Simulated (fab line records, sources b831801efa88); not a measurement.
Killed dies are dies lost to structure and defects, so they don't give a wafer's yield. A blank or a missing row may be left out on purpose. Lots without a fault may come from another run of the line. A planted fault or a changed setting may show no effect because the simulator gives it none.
Chamber matching | flow sky130 | SKY_POLY_GATE_ETCH_15 on rie_diel-03: 4 sister chambers
The step etches BARC in N2/H2, stops on SiO2, time 118.5 s, target depth 110 nm. 8 wafers are shown with their chamber, then 8 later ones without.

WAFERS WITH THEIR CHAMBER
wafer  | chamber | oes_product_au (a.u.) | throttle_valve_pct (%)
L835.1 | 1       | 0.715                 | 13.208
L836.4 | 1       | 0.714                 | 13.203
L838.4 | 3       | 0.715                 | 13.204
L838.5 | 0       | 0.721                 | 13.222
L839.1 | 2       | 0.709                 | 13.211
L839.3 | 3       | 0.716                 | 13.215
L839.5 | 2       | 0.713                 | 13.212
L846.1 | 0       | 0.725                 | 13.216

WAFERS WITHOUT THEIR CHAMBER
wafer  | oes_product_au (a.u.) | throttle_valve_pct (%)
L846.4 | 0.712                 | 13.223
L846.6 | 0.720                 | 13.236
L849.2 | 0.709                 | 13.191
L849.3 | 0.718                 | 13.228
L849.6 | 0.707                 | 13.231
L857.1 | 0.715                 | 13.210
L857.2 | 0.706                 | 13.213
L857.4 | 0.713                 | 13.217

WHICH CHAMBER EACH WENT THROUGH
wafer  | from the rows above               | in truth
L846.4 | can't be placed: 2 or 3 or 1      | 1
L846.6 | 0                                 | 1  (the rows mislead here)
L849.2 | can't be placed: 1 or 2 or 3      | 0
L849.3 | can't be placed: 0 or 3 or 2 or 1 | 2
L849.6 | can't be placed: 2 or 3 or 1      | 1
L857.1 | can't be placed: 3 or 1 or 2      | 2
L857.2 | can't be placed: 2 or 1           | 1
L857.4 | can't be placed: 2 or 3 or 1      | 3
Placed correctly: 0 of 8. Can't be placed from these rows: 7 (the true chamber is among the candidates in 6). Placed wrongly: 1.
How it was worked out, from the rows above alone: a wafer's distance from a chamber is the root of the sum, over the readings, of the square of ((its reading less the chamber's mean) divided by the reading's scatter). The wafer belongs to the nearest chamber; if the next one is less than 2 further off, it can't be placed. A chamber's mean is the mean of its shown wafers. The scatter: the root of (the sum of the squares of (reading less its chamber's mean) over the shown wafers, divided by (wafers less chambers)).
